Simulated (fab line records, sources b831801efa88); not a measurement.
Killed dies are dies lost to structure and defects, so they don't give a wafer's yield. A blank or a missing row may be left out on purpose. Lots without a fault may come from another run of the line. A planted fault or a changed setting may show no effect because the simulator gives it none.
Which tool did it? | flow gf180mcu | 24 lots, 72 wafers sampled, at 2 steps of a route of 602

WHAT THE GAUGES READ, wafer by wafer
GF_V3_RS_MEAS_24: measures by four-point-probe.
lot  | measured     | on            | V3_W_RS (ohm/sq)
L074 | day 22 09:34 | film_metro-03 | 0.336 0.321 0.331
L075 | day 22 18:13 | film_metro-03 | 0.330 0.317 0.329
L076 | day 23 05:40 | film_metro-02 | 0.333 0.335 0.326
L077 | day 23 08:31 | film_metro-04 | 0.328 0.328 0.329
L078 | day 24 01:22 | film_metro-04 | 0.324 0.327 0.334
L079 | day 24 07:28 | film_metro-02 | 0.320 0.322 0.324
L080 | day 24 16:24 | film_metro-02 | 0.324 0.324 0.322
L081 | day 24 20:28 | film_metro-03 | 0.325 0.322 0.322
L082 | day 25 07:05 | film_metro-04 | 0.329 0.325 0.334
L083 | day 25 16:03 | film_metro-03 | 0.320 0.323 0.320
L084 | day 26 00:30 | film_metro-03 | 0.326 0.320 0.324
L085 | day 26 10:18 | film_metro-02 | 0.322 0.328 0.326
L086 | day 26 18:09 | film_metro-02 | 0.324 0.323 0.323
L087 | day 27 00:09 | film_metro-03 | 0.328 0.319 0.329
L088 | day 27 04:55 | film_metro-02 | 0.332 0.328 0.331
L089 | day 27 15:04 | film_metro-04 | 0.326 0.327 0.325
L090 | day 27 20:59 | film_metro-04 | 0.332 0.325 0.325
L091 | day 28 00:51 | film_metro-03 | 0.328 0.322 0.328
L092 | day 28 06:59 | film_metro-04 | 0.324 0.325 0.327
L093 | day 28 15:03 | film_metro-02 | 0.332 0.329 0.335
L094 | day 28 22:24 | film_metro-04 | 0.329 0.327 0.329
L095 | day 29 02:40 | film_metro-04 | 0.324 0.324 0.327
L096 | day 29 11:22 | film_metro-04 | 0.324 0.328 0.319
L097 | day 29 14:32 | film_metro-02 | 0.324 0.319 0.333

WHICH TOOL RAN EACH LOT (tool, then ch and the chambers of the sampled wafers, then the start)
lot  | GF_V2_ETCH_17
L074 | rie_diel-03 ch 0,2, day 22 09:34 or earlier
L075 | rie_diel-04 ch 0,1,2, day 22 18:13 or earlier
L076 | rie_diel-01 ch 1,2,3, day 23 05:40 or earlier
L077 | rie_diel-04 ch 0,3, day 23 08:31 or earlier
L078 | rie_diel-01 ch 0,3, day 24 01:22 or earlier
L079 | rie_diel-01 ch 2,3, day 24 07:28 or earlier
L080 | rie_diel-04 ch 1,2,3, day 24 16:24 or earlier
L081 | rie_diel-03 ch 0,1,2, day 24 20:28 or earlier
L082 | rie_diel-03 ch 0,3, day 25 07:05 or earlier
L083 | rie_diel-04 ch 0,2,3, day 25 16:03 or earlier
L084 | rie_diel-04 ch 0,2, day 26 00:30 or earlier
L085 | rie_diel-01 ch 0,2,3, day 26 10:18 or earlier
L086 | rie_diel-03 ch 0,2,3, day 26 18:09 or earlier
L087 | rie_diel-01 ch 0,3, day 27 00:09 or earlier
L088 | rie_diel-03 ch 0,1,2, day 27 04:55 or earlier
L089 | rie_diel-01 ch 0,3, day 27 15:04 or earlier
L090 | rie_diel-03 ch 1,2,3, day 27 20:59 or earlier
L091 | rie_diel-04 ch 0,1,2, day 28 00:51 or earlier
L092 | rie_diel-04 ch 0,1,3, day 28 06:59 or earlier
L093 | rie_diel-04 ch 1,2, day 28 15:03 or earlier
L094 | rie_diel-04 ch 0,2, day 28 22:24 or earlier
L095 | rie_diel-04 ch 0,2,3, day 29 02:40 or earlier
L096 | rie_diel-04 ch 0,1,2, day 29 11:22 or earlier
L097 | rie_diel-01 ch 0,1,2, day 29 14:32 or earlier
- GF_V2_ETCH_17: etches SiO2 in C4F8/O2/Ar, stops on TiN, target depth 630 nm.

WHAT THE TOOLS THEMSELVES READ (means of the sampled wafers that have a number; where no wafer has one, the mark that the record gives instead)
GF_V2_ETCH_17.
lot  | tool        | bias_w (W) | oes_product_au (a.u.) | rf_fwd_power_W (W)
L074 | rie_diel-03 | 1199       | 0.860                 | 1492
L075 | rie_diel-04 | 1199       | 0.864                 | 1492
L076 | rie_diel-01 | 1199       | 0.866                 | 1494
L077 | rie_diel-04 | 1203       | 0.862                 | 1491
L078 | rie_diel-01 | 1199       | 0.860                 | 1492
L079 | rie_diel-01 | 1201       | 0.860                 | 1498
L080 | rie_diel-04 | 1199       | 0.858                 | 1493
L081 | rie_diel-03 | 1199       | 0.864                 | 1494
L082 | rie_diel-03 | 1200       | 0.859                 | 1489
L083 | rie_diel-04 | 1201       | 0.858                 | 1494
L084 | rie_diel-04 | 1202       | 0.858                 | 1498
L085 | rie_diel-01 | 1199       | 0.859                 | 1499
L086 | rie_diel-03 | 1205       | 0.863                 | 1492
L087 | rie_diel-01 | 1201       | 0.857                 | 1500
L088 | rie_diel-03 | 1205       | 0.861                 | 1490
L089 | rie_diel-01 | 1200       | 0.864                 | 1496
L090 | rie_diel-03 | 1202       | 0.857                 | 1491
L091 | rie_diel-04 | 1199       | 0.858                 | 1496
L092 | rie_diel-04 | 1204       | 0.863                 | 1495
L093 | rie_diel-04 | 1200       | 0.869                 | 1494
L094 | rie_diel-04 | 1198       | 0.862                 | 1494
L095 | rie_diel-04 | 1198       | 0.865                 | 1496
L096 | rie_diel-04 | 1200       | 0.856                 | 1496
L097 | rie_diel-01 | 1202       | 0.863                 | 1491

THE ANSWER, worked out from the rows above alone
Rule: what is usual is taken from the lots themselves. Put in order of their means at a reading, lots are off if they are a third of the lots or fewer, leave a main group of 4 or more, and stand apart from it by a gap of 3 or more times the standard deviation of the main group's means; of several such gaps the widest counts. A main group whose means are all the same, to the digits that the tables above print for the reading, isn't used. A lot without any number at a reading at which 4 lots or more have one is off too. The other lots that the step has rows for count as sound. The gauges are gone through in route order, then the tools' own readings, and for those a lot's mean is taken as printed above. The first step at which some lot is off is used, and at that step the reading that is off furthest; a lot without a number counts as furthest.
No lot is off at any reading shown: from this, nothing can be told.

WHAT THE SIMULATOR HAD PUT IN
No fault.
